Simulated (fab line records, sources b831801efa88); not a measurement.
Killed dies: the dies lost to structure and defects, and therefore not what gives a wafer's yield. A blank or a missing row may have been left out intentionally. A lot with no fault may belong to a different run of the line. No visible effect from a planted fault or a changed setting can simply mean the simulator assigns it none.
The tool behind it: which one? | flow sky130 | 12 lots with 36 wafers sampled at 2 steps, on a route of 708 steps

== WHAT THE GAUGES SHOWED, per wafer ==
SKY_VIA3_OVL_MEAS_13.
lot  | measured     | on         | VIA3_OVL (nm)
L075 | day 39 23:27 | overlay-02 | -5 3 -1
L077 | day 41 00:47 | overlay-02 | -5 0 3
L078 | day 41 11:59 | overlay-02 | 5 8 5
L081 | day 42 04:14 | overlay-02 | 3 6 2
L083 | day 42 06:45 | overlay-02 | -9 3 1
L085 | day 43 01:41 | overlay-02 | -2 5 -2
L087 | day 43 15:11 | overlay-01 | 1 5 1
L088 | day 44 00:53 | overlay-02 | 5 -2 4
L091 | day 44 15:20 | overlay-02 | 13 15 8
L093 | day 45 02:11 | overlay-02 | 5 6 -2
L095 | day 45 11:23 | overlay-02 | 7 10 5
L097 | day 46 00:16 | overlay-01 | 4 6 8

== WHAT TOOL EACH LOT RAN ON (gives the tool, then ch and the chambers of the sampled wafers, and finally the start) ==
lot  | SKY_VIA2_STRIP_16
L075 | plasma_asher-01 ch 0,1, day 36 16:18
L077 | plasma_asher-01 ch 0,1, day 37 19:10
L078 | plasma_asher-04 ch 0,1, day 38 06:46
L081 | plasma_asher-02 ch 0, day 38 23:40
L083 | plasma_asher-04 ch 0,1, day 39 01:29
L085 | plasma_asher-04 ch 1, day 39 22:10
L087 | plasma_asher-02 ch 1, day 40 12:19
L088 | plasma_asher-01 ch 0,1, day 40 23:16
L091 | plasma_asher-02 ch 0,1, day 41 15:30
L093 | plasma_asher-04 ch 0,1, day 42 01:34
L095 | plasma_asher-04 ch 0,1, day 42 11:55
L097 | plasma_asher-02 ch 0,1, day 43 03:31
- SKY_VIA2_STRIP_16: strips in O2/N2.

== THE ANSWER, worked out from the rows above alone ==
Rule: the usual values come from the lots themselves. Put in order of their means at a reading, lots are off if they are a third of the lots or fewer, leave a main group of 4 or more, and stand apart from it by a gap of 3 or more times the standard deviation of the main group's means; of several such gaps the widest counts. A main group is skipped when, at the precision printed for the reading in the tables above, its means are all equal. Also off: a lot with no number at a reading for which 4 or more lots have one. Any other lot the step has rows for is counted as sound.
Nothing can be told from this: no lot is off at any reading shown.

== WHAT THE SIMULATOR HAD PUT IN ==
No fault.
